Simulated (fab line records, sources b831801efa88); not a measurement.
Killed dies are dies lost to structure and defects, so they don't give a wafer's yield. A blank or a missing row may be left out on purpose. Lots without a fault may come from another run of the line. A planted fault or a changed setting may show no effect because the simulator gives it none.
Which tool did it? | flow sky130 | 11 lots, 33 wafers sampled, at 5 steps of a route of 708

WHAT THE GAUGES READ, wafer by wafer
SKY_CONTACT_OVL_MEAS_15. Usual: CONTACT_OVL 0 nm, standard deviation 5.7.
lot  | measured     | on         | CONTACT_OVL (nm) | flag
L461 | day 31 05:15 | overlay-01 | 1 2 6            |
L463 | day 33 00:32 | overlay-02 | 4 5 4            |
L464 | day 33 02:56 | overlay-02 | -6 -6 0          |
L467 | day 33 11:36 | overlay-01 | -6 -7 -3         |
L469 | day 34 08:56 | overlay-02 | 0 -2 -1          |
L470 | day 34 12:28 | overlay-01 | 7 3 4            |
L472 | day 35 03:28 | overlay-01 | -1 1 -6          |
L473 | day 35 05:45 | overlay-01 | -2 2 5           |
L482 | day 38 08:01 | overlay-01 | -2 -3 10         |
L484 | day 39 19:22 | overlay-02 | 2 -1 5           |
L483 | day 39 21:17 | overlay-01 | -5 7 -1          |

SKY_CONTACT_RS_MEAS_25: measures by four-point-probe. Usual: CONTACT_W_RS 0.340 ohm/sq, standard deviation 0.0034.
lot  | measured     | on            | CONTACT_W_RS (ohm/sq) | flag
L461 | day 31 06:13 | film_metro-02 | 0.338 0.343 0.342     |
L463 | day 33 01:31 | film_metro-03 | 0.339 0.338 0.337     |
L464 | day 33 03:53 | film_metro-03 | 0.337 0.337 0.339     |
L467 | day 33 12:33 | film_metro-03 | 0.348 0.346 0.343     |
L469 | day 34 09:55 | film_metro-03 | 0.338 0.341 0.340     |
L470 | day 34 13:24 | film_metro-03 | 0.343 0.347 0.342     |
L472 | day 35 04:25 | film_metro-02 | 0.340 0.344 0.343     |
L473 | day 35 06:42 | film_metro-03 | 0.339 0.335 0.340     |
L482 | day 38 08:59 | film_metro-01 | 0.340 0.340 0.342     |
L484 | day 39 20:19 | film_metro-03 | 0.338 0.334 0.334     |
L483 | day 39 22:14 | film_metro-02 | 0.341 0.338 0.343     |

WHICH TOOL RAN EACH LOT (tool, then ch and the chambers of the sampled wafers, then the start)
lot  | SKY_CONTACT_COAT_09               | SKY_CONTACT_ETCH_16                | SKY_CONTACT_STRIP_19
L461 | litho_track-04 ch 0, day 30 15:00 | rie_diel-02 ch 0,1, day 31 05:17   | plasma_asher-03 ch 0,1, day 31 05:26
L463 | litho_track-02 ch 0, day 32 09:00 | rie_diel-01 ch 1,2, day 33 00:35   | plasma_asher-04 ch 0,1, day 33 00:43
L464 | litho_track-03 ch 0, day 32 12:00 | rie_diel-03 ch 0,2,3, day 33 02:59 | plasma_asher-04 ch 0,1, day 33 03:07
L467 | litho_track-03 ch 0, day 32 21:00 | rie_diel-01 ch 1,2,3, day 33 11:38 | plasma_asher-03 ch 0,1, day 33 11:46
L469 | litho_track-03 ch 0, day 33 19:00 | rie_diel-03 ch 1,3, day 34 08:59   | plasma_asher-03 ch 0, day 34 09:07
L470 | litho_track-03 ch 0, day 33 22:00 | rie_diel-01 ch 0,2,3, day 34 12:30 | plasma_asher-04 ch 0,1, day 34 12:38
L472 | litho_track-03 ch 0, day 34 12:00 | rie_diel-03 ch 0,2,3, day 35 03:31 | plasma_asher-04 ch 0,1, day 35 03:38
L473 | litho_track-04 ch 0, day 34 16:00 | rie_diel-02 ch 0,2, day 35 05:47   | plasma_asher-04 ch 1, day 35 05:55
L482 | litho_track-03 ch 0, day 37 19:00 | rie_diel-03 ch 1,2,3, day 38 08:03 | plasma_asher-03 ch 0,1, day 38 08:11
L484 | litho_track-03 ch 0, day 39 06:00 | rie_diel-03 ch 0,1,3, day 39 19:24 | plasma_asher-02 ch 0,1, day 39 19:32
L483 | litho_track-02 ch 0, day 39 08:00 | rie_diel-03 ch 1,2, day 39 21:18   | plasma_asher-02 ch 0,1, day 39 21:28
- SKY_CONTACT_COAT_09: resist thk 450 nm.
- SKY_CONTACT_ETCH_16: etches BARC in N2/H2, stops on SiO2, time 45.9 s, target depth 60 nm.
- SKY_CONTACT_STRIP_19: strips in O2/N2.

WHAT THE TOOLS THEMSELVES READ (means of the sampled wafers that have a number; where no wafer has one, the mark that the record gives instead)
SKY_CONTACT_COAT_09. Usual: dispense_pressure_kPa 47.6 kPa, standard deviation 1.7; resist_line_temp_C 23.04 C, standard deviation 0.1.
lot  | tool           | dispense_pressure_kPa (kPa) | resist_line_temp_C (C) | flag
L461 | litho_track-04 | 50.4                        | 23.00                  |
L463 | litho_track-02 | 47.4                        | 23.02                  |
L464 | litho_track-03 | 46.4                        | 22.94                  |
L467 | litho_track-03 | 46.4                        | 22.92                  |
L469 | litho_track-03 | 46.4                        | 22.94                  |
L470 | litho_track-03 | 46.4                        | 22.99                  |
L472 | litho_track-03 | 46.4                        | 23.20                  |
L473 | litho_track-04 | 50.5                        | 23.08                  |
L482 | litho_track-03 | 46.4                        | 23.07                  |
L484 | litho_track-03 | 46.3                        | 23.06                  |
L483 | litho_track-02 | 47.4                        | 23.06                  |

SKY_CONTACT_ETCH_16. Usual: bias_w 100.02 W, standard deviation 0.29; drypump_motor_current_A 5.8 A, standard deviation 0.31; oes_product_au 0.855 a.u., standard deviation 0.0044; throttle_valve_pct 13.226 %, standard deviation 0.0093.
lot  | tool        | bias_w (W) | drypump_motor_current_A (A) | oes_product_au (a.u.) | throttle_valve_pct (%) | flag
L461 | rie_diel-02 | 100.06     | 5.9                         | 0.854                 | 13.237                 |
L463 | rie_diel-01 | 99.92      | 5.6                         | 0.858                 | 13.220                 |
L464 | rie_diel-03 | 99.89      | 5.8                         | 0.853                 | 13.221                 |
L467 | rie_diel-01 | 99.97      | 5.8                         | 0.856                 | 13.232                 |
L469 | rie_diel-03 | 100.10     | 5.4                         | 0.855                 | 13.226                 |
L470 | rie_diel-01 | 100.06     | 5.9                         | 0.855                 | 13.222                 |
L472 | rie_diel-03 | 100.02     | 5.7                         | 0.856                 | 13.226                 |
L473 | rie_diel-02 | 100.12     | 6.0                         | 0.861                 | 13.225                 |
L482 | rie_diel-03 | 100.02     | 5.4                         | 0.853                 | 13.228                 |
L484 | rie_diel-03 | 99.93      | 5.6                         | 0.857                 | 13.225                 |
L483 | rie_diel-03 | 100.15     | 5.4                         | 0.856                 | 13.227                 |

SKY_CONTACT_STRIP_19. Usual: drypump_motor_current_A 5.8 A, standard deviation 0.46; o2_flow_sccm 3001 sccm, standard deviation 8.3; oes_product_au 0.381 a.u., standard deviation 0.005; strip_time_to_endpoint_s 3.627 s, standard deviation 0.027.
lot  | tool            | drypump_motor_current_A (A) | o2_flow_sccm (sccm) | oes_product_au (a.u.) | strip_time_to_endpoint_s (s) | flag
L461 | plasma_asher-03 | 5.9                         | 3003                | 0.382                 | 3.661                        |
L463 | plasma_asher-04 | 5.5                         | 2985                | 0.376                 | 3.645                        |
L464 | plasma_asher-04 | 5.5                         | 2997                | 0.382                 | 3.630                        |
L467 | plasma_asher-03 | 5.9                         | 3001                | 0.387                 | 3.646                        |
L469 | plasma_asher-03 | 5.6                         | 3002                | 0.383                 | 3.591                        |
L470 | plasma_asher-04 | 5.2                         | 3007                | 0.390                 | 3.858                        | OFF
L472 | plasma_asher-04 | 5.2                         | 2999                | 0.391                 | 3.812                        | OFF
L473 | plasma_asher-04 | 4.9                         | 2999                | 0.374                 | 3.624                        |
L482 | plasma_asher-03 | 6.1                         | 2991                | 0.383                 | 3.614                        |
L484 | plasma_asher-02 | 6.0                         | 2993                | 0.382                 | 3.606                        |
L483 | plasma_asher-02 | 5.9                         | 3002                | 0.381                 | 3.606                        |

THE ANSWER, worked out from the rows above alone
Rule: a lot is off if the mean of its wafers that have a number lies more than 3 standard deviations from the usual mean. A lot without any number at a reading at which 4 lots or more have one is off too. The other lots that the step has rows for count as sound. The gauges are gone through in route order, then the tools' own readings, and for those a lot's mean is taken as printed above. The first step at which some lot is off is used, and at that step the reading that is off furthest; a lot without a number counts as furthest.
Off: L470, L472, at SKY_CONTACT_STRIP_19 (strip_time_to_endpoint_s).
A tool fits if, at that step or a process step before it, it ran every lot that is off, and no sound lot after the first of them. None of those tried fits.

WHAT THE SIMULATOR HAD PUT IN
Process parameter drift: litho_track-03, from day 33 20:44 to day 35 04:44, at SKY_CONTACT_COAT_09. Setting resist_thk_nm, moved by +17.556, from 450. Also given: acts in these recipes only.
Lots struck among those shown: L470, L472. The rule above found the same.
